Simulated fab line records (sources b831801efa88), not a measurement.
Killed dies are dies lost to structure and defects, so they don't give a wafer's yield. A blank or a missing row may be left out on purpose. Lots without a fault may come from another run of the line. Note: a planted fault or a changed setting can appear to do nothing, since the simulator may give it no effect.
fab line records | flow sky130
record lots=12 | wafers=36 | last-day=50
route steps=708 shown VIA2@530 METAL3@563 PAD_OPEN@708
lots untouched by any fault: they come from a run of this same line in which no faults occurred
start-h: the number of hours between the record's first day and the start of the first shown wafer of the lot | wait-h: how many hours have passed since the lot's step before this one | " identical to the entry in the row above | L1.1+2: several wafers, shown together as one row | - no value, or no start given | * or withheld: withheld | < > ~ a bound
route shown NAME@n: a module of which the file shows steps, and the number in the route of the first | usual: mean/standard deviation of fault-free wafers | same: alike in all rows | chamber/n: place in a boat | sites: the reading at each site | _std_site: how widely they spread, as a standard deviation | _edge_site: outer sites' mean less inner sites' | radius-mm: how far each site lies from the wafer's centre | mask NAME#n: copy n | behind: the tool/chamber that last shaped the wafer | hold: the reason the lot was held/the length of the hold in hours/how it ended | device: names the non-switching transistor (n, p or np) | end of line: the route-end tests of the same wafers | for a step that has no rows: nothing shown but its recipe | killed: at the first sort, the dies lost to defects and structure; wafer yield is something else | map: shows each die of a wafer: x if killed, . if not, _ if none is there
set.NAME: the run value of the setting; set.NAME@STEP: its run value at that earlier step | model.NAME: the simulator's own value behind a step, which no gauge read
a sample of lots followed through the steps of the route, with each step as a table and each wafer as a row
services: the hour from which a tool's chamber was out of use, counted from the record's first day as start-h (under 0 if before that day), plus the number of hours and why
## steps
# step SKY_VIA2_THK_MEAS_23
# recipe thk-meas-gauge=xrf | reads=W_of_VIA2_CVD_21
# usual VIA2_W_THK=403/4.5
lot.wafer | tool          | chamber | start-h | wait-h | VIA2_W_THK[nm]
L122.2    | film-metro-04 | -       | 883.93  | 0.1    | 397
L122.5    | "             | -       | "       | "      | 400
L122.6    | "             | -       | "       | "      | 402
L123.1    | film-metro-04 | -       | 890.05  | 0.1    | 406
L123.5    | "             | -       | "       | "      | 406
L123.6    | "             | -       | "       | "      | 404
L124.1    | film-metro-02 | -       | 895.53  | 0.1    | 401
L124.2    | "             | -       | "       | "      | 401
L124.5    | "             | -       | "       | "      | 403
L125.1    | film-metro-02 | -       | 902.63  | 0.1    | 405
L125.4    | "             | -       | "       | "      | 409
L125.5    | "             | -       | "       | "      | 404
L127.3    | film-metro-02 | -       | 913.83  | 0.1    | 411
L127.4    | "             | -       | "       | "      | 413
L127.5    | "             | -       | "       | "      | 409
L130.2    | film-metro-03 | -       | 935.44  | 0.1    | 410
L130.3    | "             | -       | "       | "      | 402
L130.5    | "             | -       | "       | "      | 399
L131.1    | film-metro-04 | -       | 945.70  | 0.1    | 405
L131.5    | "             | -       | "       | "      | 405
L131.6    | "             | -       | "       | "      | 409
L132.2    | film-metro-04 | -       | 951.24  | 0.1    | 409
L132.4    | "             | -       | "       | "      | 409
L132.5    | "             | -       | "       | "      | 413
L135.1    | film-metro-03 | -       | 972.38  | 0.1    | 401
L135.2    | "             | -       | "       | "      | 404
L135.6    | "             | -       | "       | "      | 402
L138.1    | film-metro-02 | -       | 990.22  | 0.1    | 397
L138.3    | "             | -       | "       | "      | 398
L138.6    | "             | -       | "       | "      | 399
L141.1    | film-metro-04 | -       | 1015.42 | 0.1    | 411
L141.4    | "             | -       | "       | "      | 408
L141.6    | "             | -       | "       | "      | 407
L142.1    | film-metro-02 | -       | 1026.53 | 0.1    | 395
L142.4    | "             | -       | "       | "      | 404
L142.6    | "             | -       | "       | "      | 403
# step SKY_VIA2_CMP_24
# recipe stop-on=SiO2 | t-overpolish-s=20 | down-force-psi=3.5 | platen-rpm=60 | target-thk-nm=0 | pad-velocity-m-s=0.94248
# usual edge-zone-pressure-frac=1.000/0.0042 | motor-current-A=10.8/1.3 | overpolish-run-s=20.000/0.0092 | retaining-ring-pressure-frac=1.000/0.0045 | time-to-endpoint-s=102.9/2.9
lot.wafer | tool   | chamber | start-h | wait-h | edge-zone-pressure-frac | motor-current-A | overpolish-run-s | retaining-ring-pressure-frac | time-to-endpoint-s
L122.2    | cmp-02 | 2       | 884.03  | 0.1    | 1.002                   | 12.1            | 20.001           | 1.005                        | 100.1
L122.6    | "      | 1       | "       | "      | 0.994                   | 8.5             | 20.000           | 1.001                        | 102.4
L122.5    | "      | 2       | "       | "      | 0.994                   | 12.2            | 19.988           | 1.006                        | 103.3
L123.1    | cmp-02 | 1       | 890.21  | 0.1    | 0.994                   | 8.7             | 19.980           | 0.995                        | 102.0
L123.6    | "      | 3       | "       | "      | 1.000                   | 11.4            | 19.986           | 0.997                        | 104.5
L123.5    | "      | 0       | "       | "      | 0.998                   | 10.2            | 19.992           | 0.998                        | 102.6
L124.2    | cmp-01 | 0       | 895.59  | 0.0    | 0.994                   | 11.4            | 19.994           | 1.002                        | 102.5
L124.1    | "      | 1       | "       | "      | 1.004                   | 10.8            | 20.007           | 0.997                        | 105.5
L124.5    | "      | 1       | "       | "      | 1.005                   | 10.9            | 19.983           | 1.005                        | 99.7
L125.1    | cmp-02 | 1       | 902.74  | 0.1    | 1.003                   | 8.2             | 20.003           | 0.999                        | 105.2
L125.4    | "      | 3       | "       | "      | 0.998                   | 10.8            | 20.004           | 0.997                        | 104.5
L125.5    | "      | 0       | "       | "      | 1.005                   | 10.1            | 20.009           | 1.000                        | 103.4
L127.4    | cmp-01 | 1       | 913.92  | 0.1    | 0.999                   | 11.0            | 19.995           | 0.998                        | 104.4
L127.3    | "      | 3       | "       | "      | 1.002                   | 9.7             | 20.003           | 1.010                        | 104.5
L127.5    | "      | 1       | "       | "      | 1.001                   | 11.6            | 19.995           | 0.996                        | 107.1
L130.2    | cmp-02 | 0       | 935.49  | 0.0    | 1.000                   | 11.3            | 20.001           | 1.003                        | 103.5
L130.3    | "      | 1       | "       | "      | 1.002                   | 8.5             | 19.995           | 1.001                        | 102.8
L130.5    | "      | 1       | "       | "      | 0.996                   | 8.5             | 19.993           | 1.004                        | 103.7
L131.1    | cmp-02 | 0       | 945.81  | 0.1    | 1.004                   | 10.5            | 20.005           | 0.992                        | 109.0
L131.5    | "      | 3       | "       | "      | 1.007                   | 11.3            | 20.004           | 0.998                        | 107.9
L131.6    | "      | 0       | "       | "      | 0.998                   | 10.5            | 20.002           | 0.997                        | 108.1
L132.2    | cmp-01 | 1       | 951.34  | 0.1    | 1.001                   | 10.7            | 19.998           | 1.003                        | 105.7
L132.4    | "      | 3       | "       | "      | 0.997                   | 9.0             | 19.992           | 1.000                        | 100.2
L132.5    | "      | 0       | "       | "      | 0.999                   | 11.5            | 20.007           | 0.999                        | 109.3
L135.2    | cmp-01 | 0       | 972.44  | 0.0    | 1.005                   | 11.1            | 20.004           | 0.997                        | 103.3
L135.1    | "      | 3       | "       | "      | 1.001                   | 9.1             | 20.001           | 0.997                        | 100.2
L135.6    | "      | 0       | "       | "      | 1.001                   | 11.4            | 20.011           | 0.999                        | 105.2
L138.3    | cmp-01 | 2       | 990.38  | 0.1    | 1.008                   | 12.6            | 19.984           | 1.000                        | 98.9
L138.1    | "      | 3       | "       | "      | 1.008                   | 9.7             | 20.002           | 0.998                        | 98.8
L138.6    | "      | 0       | "       | "      | 0.996                   | 11.1            | 20.017           | 0.995                        | 98.2
L141.4    | cmp-02 | 0       | 1015.53 | 0.1    | 0.999                   | 10.2            | 20.000           | 1.002                        | 102.8
L141.1    | "      | 2       | "       | "      | 1.001                   | 12.2            | 20.014           | 1.006                        | 101.7
L141.6    | "      | 0       | "       | "      | 0.998                   | 10.7            | 19.995           | 1.005                        | 101.3
L142.4    | cmp-02 | 0       | 1026.73 | 0.2    | 1.000                   | 10.2            | 19.998           | 0.994                        | 99.9
L142.1    | "      | 2       | "       | "      | 0.998                   | 11.5            | 20.011           | 1.000                        | 100.4
L142.6    | "      | 1       | "       | "      | 0.994                   | 8.5             | 20.017           | 1.010                        | 101.6
# step SKY_METAL3_CD_MEAS_13
# recipe target-cd-nm=300
# usual cd-nm=299.6/1.3
lot.wafer | tool      | chamber | start-h | wait-h | cd-nm
L122.2    | cd-sem-02 | -       | 935.22  | -      | 300.5
L122.5    | "         | -       | "       | "      | 299.9
L122.6    | "         | -       | "       | "      | 301.6
L123.1    | cd-sem-01 | -       | 942.01  | -      | 297.0
L123.5    | "         | -       | "       | "      | 296.5
L123.6    | "         | -       | "       | "      | 297.6
L124.1    | cd-sem-02 | -       | 946.48  | -      | 299.3
L124.2    | "         | -       | "       | "      | 299.9
L124.5    | "         | -       | "       | "      | 300.7
L125.1    | cd-sem-02 | -       | 954.01  | -      | 300.7
L125.4    | "         | -       | "       | "      | 301.2
L125.5    | "         | -       | "       | "      | 300.4
L127.3    | cd-sem-01 | -       | 963.85  | -      | 299.1
L127.4    | "         | -       | "       | "      | 299.8
L127.5    | "         | -       | "       | "      | 300.7
L130.2    | cd-sem-02 | -       | 984.73  | -      | 301.0
L130.3    | "         | -       | "       | "      | 301.2
L130.5    | "         | -       | "       | "      | 301.0
L131.1    | cd-sem-01 | -       | 995.13  | -      | 299.8
L131.5    | "         | -       | "       | "      | 298.8
L131.6    | "         | -       | "       | "      | 299.1
L132.2    | cd-sem-01 | -       | 999.98  | -      | 300.3
L132.4    | "         | -       | "       | "      | 300.1
L132.5    | "         | -       | "       | "      | 300.0
L135.1    | cd-sem-01 | -       | 1020.53 | -      | 299.7
L135.2    | "         | -       | "       | "      | 299.0
L135.6    | "         | -       | "       | "      | 300.1
L138.1    | cd-sem-01 | -       | 1037.18 | -      | 300.0
L138.3    | "         | -       | "       | "      | 300.5
L138.6    | "         | -       | "       | "      | 300.5
L141.1    | cd-sem-01 | -       | 1061.71 | -      | 300.5
L141.4    | "         | -       | "       | "      | 300.9
L141.6    | "         | -       | "       | "      | 299.2
L142.1    | cd-sem-02 | -       | 1071.91 | -      | 300.5
L142.4    | "         | -       | "       | "      | 298.0
L142.6    | "         | -       | "       | "      | 298.9
# step SKY_METAL3_ETCH_16
# recipe chemistry=N2/H2 | target=BARC | ion-energy-ev=200 | bias-w=100 | pressure-mtorr=30 | n2-flow-sccm=100 | h2-flow-sccm=200 | icp-w=500 | stop-on=SiO2 | time-s=88.2 | target-depth-a=600
# usual drypump-motor-current-A=5.70/0.24 | oes-product-au=0.625/0.0042 | rf-fwd-power-W=496.8/1.9 | throttle-valve-pct=13.205/0.009
lot.wafer | tool         | chamber | start-h | wait-h | drypump-motor-current-A | oes-product-au | rf-fwd-power-W | rf-hours-counter-h | throttle-valve-pct
L122.2    | rie-metal-04 | 0       | 935.39  | 0.0    | 5.43                    | 0.618          | 496.7          | 6                  | 13.190
L122.5    | "            | 0       | "       | "      | 5.44                    | 0.620          | 498.4          | -                  | 13.204
L122.6    | "            | 1       | "       | "      | 5.91                    | 0.626          | 497.9          | -                  | 13.194
L123.1    | rie-metal-03 | 0       | 942.19  | 0.0    | 5.99                    | 0.627          | 495.4          | 15                 | 13.186
L123.5    | "            | 1       | "       | "      | 5.69                    | 0.628          | 495.5          | -                  | 13.204
L123.6    | "            | 0       | "       | "      | 5.93                    | 0.627          | 495.6          | -                  | 13.190
L124.1    | rie-metal-04 | 0       | 946.67  | 0.0    | 5.42                    | 0.621          | 498.3          | 7                  | 13.191
L124.2    | "            | 1       | "       | "      | 5.92                    | 0.624          | 497.5          | 9                  | 13.200
L124.5    | "            | 0       | "       | "      | 5.40                    | 0.623          | 497.7          | -                  | 13.210
L125.1    | rie-metal-01 | 0       | 954.19  | 0.0    | 5.40                    | 0.618          | 492.9          | 15                 | 13.210
L125.4    | "            | 0       | "       | "      | 5.38                    | 0.632          | 495.6          | -                  | 13.197
L125.5    | "            | 1       | "       | "      | 5.84                    | 0.629          | 498.0          | -                  | 13.204
L127.3    | rie-metal-03 | 0       | 964.03  | 0.0    | 5.94                    | 0.631          | 494.7          | -                  | 13.195
L127.4    | "            | 1       | "       | "      | 5.65                    | 0.618          | 496.8          | -                  | 13.212
L127.5    | "            | 0       | "       | "      | 5.94                    | 0.628          | 495.8          | -                  | 13.210
L130.2    | rie-metal-04 | 1       | 984.89  | 0.0    | 5.95                    | 0.629          | 497.7          | 11                 | 13.201
L130.3    | "            | 0       | "       | "      | 5.47                    | 0.626          | 497.2          | -                  | 13.200
L130.5    | "            | 0       | "       | "      | 5.43                    | 0.626          | 497.7          | -                  | 13.195
L131.1    | rie-metal-03 | 1       | 995.33  | 0.0    | 5.68                    | 0.623          | 576.9          | 13                 | 13.215
L131.5    | "            | 0       | "       | "      | 5.97                    | 0.622          | 573.9          | -                  | 13.195
L131.6    | "            | 1       | "       | "      | 5.69                    | 0.633          | 577.7          | -                  | 13.219
L132.2    | rie-metal-01 | 1       | 1000.14 | 0.0    | 5.88                    | 0.633          | 499.0          | 15                 | 13.196
L132.4    | "            | 1       | "       | "      | 5.88                    | 0.624          | 498.2          | -                  | 13.205
L132.5    | "            | 0       | "       | "      | 5.39                    | 0.629          | 494.1          | -                  | 13.211
L135.1    | rie-metal-03 | 1       | 1020.73 | 0.0    | 5.70                    | 0.632          | 580.1          | 15                 | 13.210
L135.2    | "            | 0       | "       | "      | 5.93                    | 0.624          | 575.0          | 20                 | 13.211
L135.6    | "            | 0       | "       | "      | 5.91                    | 0.626          | 577.4          | -                  | 13.193
L138.1    | rie-metal-01 | 1       | 1037.37 | 0.0    | 5.89                    | 0.628          | 498.7          | 17                 | 13.197
L138.3    | "            | 0       | "       | "      | 5.39                    | 0.625          | 494.1          | -                  | 13.217
L138.6    | "            | 1       | "       | "      | 5.88                    | 0.627          | 499.8          | -                  | 13.216
L141.1    | rie-metal-01 | 1       | 1061.89 | 0.0    | 5.87                    | 0.623          | 498.1          | 18                 | 13.195
L141.4    | "            | 0       | "       | "      | 5.41                    | 0.633          | 494.7          | -                  | 13.213
L141.6    | "            | 1       | "       | "      | 5.88                    | 0.626          | 498.4          | -                  | 13.191
L142.1    | rie-metal-04 | 1       | 1072.10 | 0.0    | 5.95                    | 0.629          | 497.1          | 17                 | 13.199
L142.4    | "            | 1       | "       | "      | 5.93                    | 0.625          | 497.0          | -                  | 13.209
L142.6    | "            | 1       | "       | "      | 5.96                    | 0.619          | 499.0          | -                  | 13.218
# step SKY_PAD_OPEN_PROBE_99
# usual defect-limited-yield=82.8/2 | killed_at_M0_to_M3=43/7.2 | killed_at_M4_up=3.0/2 | killed-at-contacts=24/5.5 | killed-at-front-end=15/4.2 | killed-at-other=0.3/0.51 | killed-dies=85/10 | killed-open=46/7.3 | killed-short=38/6.4 | sort_bin_3_pad_short=0.9/0.42 | sort_bin_5_function=10.3/1.5 | sort_bin_6_memory=6.0/1.2 | sort-n-pass=407/10 | sort-yield-pct=82.8/2
# same gross-dies=492 | killed-at-back-side=0 | sort_bin_4_leakage[%]=0 | sort_bin_8_speed[%]=0
lot.wafer | tool      | chamber | start-h | wait-h | defect-limited-yield[%] | killed_at_M0_to_M3 | killed_at_M4_up | killed-at-contacts | killed-at-front-end | killed-at-other | killed-dies | killed-open | killed-short | sort_bin_3_pad_short[%] | sort_bin_5_function[%] | sort_bin_6_memory[%] | sort-n-pass | sort-yield-pct[%]
L131.1    | prober-01 | -       | 1152.64 | 0.1    | 81.3                    | 50                 | 6               | 17                 | 19                  | 0               | 92          | 46          | 46           | 0.2                     | 12.8                   | 5.7                  | 400         | 81.3
L131.5    | prober-01 | -       | 1152.84 | 0.2    | 83.3                    | 51                 | 3               | 21                 | 7                   | 0               | 82          | 38          | 44           | 1.2                     | 7.1                    | 8.3                  | 410         | 83.3
L131.6    | prober-01 | -       | 1152.89 | 0.2    | 84.1                    | 43                 | 2               | 21                 | 12                  | 0               | 78          | 39          | 39           | 0.6                     | 9.8                    | 5.5                  | 414         | 84.1
L132.2    | prober-02 | -       | 1156.60 | 0.1    | 80.5                    | 46                 | 6               | 27                 | 17                  | 0               | 96          | 52          | 44           | 0.8                     | 12.0                   | 6.7                  | 396         | 80.5
L132.4    | prober-02 | -       | 1156.70 | 0.2    | 81.3                    | 42                 | 4               | 24                 | 22                  | 0               | 92          | 47          | 45           | 0.8                     | 11.6                   | 6.3                  | 400         | 81.3
L132.5    | prober-02 | -       | 1156.75 | 0.2    | 85.2                    | 34                 | 3               | 22                 | 14                  | 0               | 73          | 32          | 41           | 1.2                     | 8.1                    | 5.5                  | 419         | 85.2
L135.1    | prober-01 | -       | 1174.08 | 0.1    | 81.5                    | 49                 | 3               | 26                 | 13                  | 0               | 91          | 57          | 34           | 1.2                     | 10.2                   | 7.1                  | 401         | 81.5
L135.2    | prober-01 | -       | 1174.13 | 0.1    | 83.9                    | 37                 | 3               | 18                 | 21                  | 0               | 79          | 45          | 34           | 0.4                     | 9.6                    | 6.1                  | 413         | 83.9
L135.6    | prober-01 | -       | 1174.33 | 0.2    | 85.2                    | 40                 | 0               | 16                 | 17                  | 0               | 73          | 42          | 31           | 1.2                     | 8.1                    | 5.5                  | 419         | 85.2
L138.1    | prober-02 | -       | 1184.72 | 0.1    | 83.3                    | 39                 | 2               | 24                 | 17                  | 0               | 82          | 54          | 28           | 0.6                     | 11.6                   | 4.5                  | 410         | 83.3
L138.3    | prober-02 | -       | 1184.82 | 0.2    | 84.6                    | 34                 | 2               | 25                 | 15                  | 0               | 76          | 44          | 32           | 0.4                     | 9.1                    | 5.9                  | 416         | 84.6
L138.6    | prober-02 | -       | 1184.97 | 0.2    | 84.6                    | 37                 | 2               | 19                 | 18                  | 0               | 76          | 43          | 33           | 0.4                     | 8.3                    | 6.7                  | 416         | 84.6
L141.1    | prober-01 | -       | 1203.48 | 0.1    | 83.5                    | 42                 | 4               | 23                 | 12                  | 0               | 81          | 41          | 40           | 0.8                     | 10.8                   | 4.9                  | 411         | 83.5
L141.4    | prober-01 | -       | 1203.63 | 0.2    | 86.0                    | 30                 | 4               | 20                 | 15                  | 0               | 69          | 37          | 32           | 0.6                     | 8.5                    | 4.9                  | 423         | 86.0
L141.6    | prober-01 | -       | 1203.73 | 0.2    | 79.5                    | 46                 | 9               | 32                 | 14                  | 0               | 101         | 54          | 47           | 1.4                     | 13.0                   | 6.1                  | 391         | 79.5
# killed by level:class
L131.1 VIA1:geometric-particle:open=9 CONTACT:geometric-particle:open=8 VIA1:geometric-particle:short=8 VIA3:geometric-particle:open=7 POLY_GATE:geometric-particle:short=6 METAL1:geometric-particle:short=6 METAL2:geometric-particle:short=5 POLY_CUT:geometric-particle:open=4
L131.5 CONTACT:geometric-particle:open=8 LI_CONTACT:geometric-particle:open=7 METAL1:geometric-particle:short=7 VIA2:geometric-particle:open=7 METAL2:geometric-particle:short=6 VIA1:geometric-particle:short=6 VIA1:geometric-particle:open=5 METAL3:geometric-particle:short=5
L131.6 VIA1:geometric-particle:open=8 VIA2:geometric-particle:open=7 LOCAL_INTERCONNECT:geometric-particle:short=6 CONTACT:geometric-particle:open=6 METAL2:geometric-particle:short=6 VIA3:geometric-particle:open=6 METAL1:geometric-particle:short=5 POLY_GATE:geometric-particle:open=4
L132.2 VIA1:geometric-particle:open=12 CONTACT:geometric-particle:open=9 LI_CONTACT:geometric-particle:open=8 VIA2:geometric-particle:open=7 METAL2:geometric-particle:short=7 FIELD_ISO:geometric-particle:open=5 METAL4:geometric-particle:short=5 POLY_GATE:geometric-particle:short=4
L132.4 METAL2:geometric-particle:short=9 POLY_GATE:geometric-particle:short=8 LI_CONTACT:geometric-particle:open=8 CONTACT:geometric-particle:open=8 VIA1:geometric-particle:open=8 VIA3:geometric-particle:open=7 VIA2:geometric-particle:open=5 FIELD_ISO:geometric-particle:open=4
L132.5 VIA1:geometric-particle:open=7 CONTACT:geometric-particle:short=7 VIA3:geometric-particle:open=6 CONTACT:geometric-particle:open=5 POLY_GATE:geometric-particle:short=4 LI_CONTACT:geometric-particle:short=4 LOCAL_INTERCONNECT:geometric-particle:short=3 METAL1:geometric-particle:short=3
L135.1 VIA1:geometric-particle:open=12 LI_CONTACT:geometric-particle:open=8 CONTACT:geometric-particle:open=8 VIA2:geometric-particle:open=8 VIA3:geometric-particle:open=8 VIA2:geometric-particle:short=7 FIELD_ISO:geometric-particle:short=5 CONTACT:geometric-particle:short=5
L135.2 VIA2:geometric-particle:open=9 LI_CONTACT:geometric-particle:open=8 METAL2:geometric-particle:short=8 VIA1:geometric-particle:open=7 FIELD_ISO:geometric-particle:open=6 POLY_GATE:geometric-particle:short=5 CONTACT:geometric-particle:open=5 POLY_GATE:geometric-particle:open=4
L135.6 VIA1:geometric-particle:open=9 VIA2:geometric-particle:open=9 CONTACT:geometric-particle:open=7 VIA3:geometric-particle:open=6 FIELD_ISO:geometric-particle:open=5 METAL1:geometric-particle:short=5 FIELD_ISO:geometric-particle:short=4 METAL2:geometric-particle:short=4
L138.1 CONTACT:geometric-particle:open=11 VIA1:geometric-particle:open=11 POLY_GATE:geometric-particle:open=8 VIA2:geometric-particle:open=7 LI_CONTACT:geometric-particle:open=5 VIA3:geometric-particle:open=4 LOCAL_INTERCONNECT:geometric-particle:short=4 METAL2:geometric-particle:short=4
L138.3 CONTACT:geometric-particle:open=7 VIA1:geometric-particle:open=7 LI_CONTACT:geometric-particle:open=6 METAL1:geometric-particle:short=6 POLY_GATE:geometric-particle:open=5 VIA2:geometric-particle:open=5 POLY_GATE:geometric-particle:short=4 LI_CONTACT:geometric-particle:short=4
L138.6 CONTACT:geometric-particle:open=10 VIA1:geometric-particle:open=8 VIA2:geometric-particle:open=6 FIELD_ISO:geometric-particle:short=5 METAL2:geometric-particle:short=5 POLY_GATE:geometric-particle:short=4 POLY_GATE:geometric-particle:open=4 CONTACT:geometric-particle:short=4
L141.1 METAL2:geometric-particle:short=10 VIA1:geometric-particle:open=9 LI_CONTACT:geometric-particle:open=7 VIA2:geometric-particle:open=7 CONTACT:geometric-particle:open=6 LI_CONTACT:geometric-particle:short=5 CONTACT:geometric-particle:short=4 VIA1:geometric-particle:short=4
L141.4 METAL1:geometric-particle:short=9 CONTACT:geometric-particle:open=9 CONTACT:geometric-particle:short=6 VIA1:geometric-particle:open=5 FIELD_ISO:geometric-particle:open=4 VIA1:geometric-particle:short=4 SPACER:geometric-particle:open=3 LOCAL_INTERCONNECT:geometric-particle:open=3
L141.6 CONTACT:geometric-particle:open=15 METAL2:geometric-particle:short=10 LI_CONTACT:geometric-particle:open=9 METAL1:geometric-particle:short=8 VIA1:geometric-particle:open=8 METAL4:geometric-particle:short=7 VIA3:geometric-particle:open=6 CONTACT:geometric-particle:short=5
## services
tool         | chamber | start-h | hours | kind
cmp-02       | -       | 868.57  | 4.8   | pm
cmp-01       | -       | 877.65  | 3.1   | repair
rie-metal-04 | -       | 910.39  | 1.4   | pm
cmp-02       | -       | 912.78  | 4.0   | pm
cmp-02       | -       | 916.78  | -     | consumable-replace:conditioner
cmp-02       | -       | 916.78  | -     | consumable-replace:pad
cmp-01       | -       | 954.59  | 2.3   | repair
cmp-02       | -       | 975.43  | 6.7   | pm
cmp-01       | -       | 994.39  | 6.2   | repair
cmp-01       | -       | 1000.56 | 3.0   | pm
cmp-01       | -       | 1012.71 | 1.3   | repair
rie-metal-01 | 1       | 1033.72 | 3.0   | repair
rie-metal-01 | 0       | 1066.70 | 48.3  | repair
## key
first-sign step=SKY_METAL3_ETCH_16 | reading=rf-fwd-power-W | direction=up | sigmas=41 | usual=496.8 | struck=576.8
effect none on later readings
met-at SKY_METAL3_ETCH_16
struck-lots L131,L135
not-acting-at SKY_VIA2_THK_MEAS_23,SKY_VIA2_CMP_24,SKY_METAL3_CD_MEAS_13
onset-between 964.03 995.33
fault kind=process-parameter-drift | tool=rie-metal-03 | chamber=- | onset-h=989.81 | steps=SKY_METAL3_ETCH_16 | channel=icp-w | offset=80 | shape=step | end-h=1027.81 | acts-in=these-recipes-only | stated=500
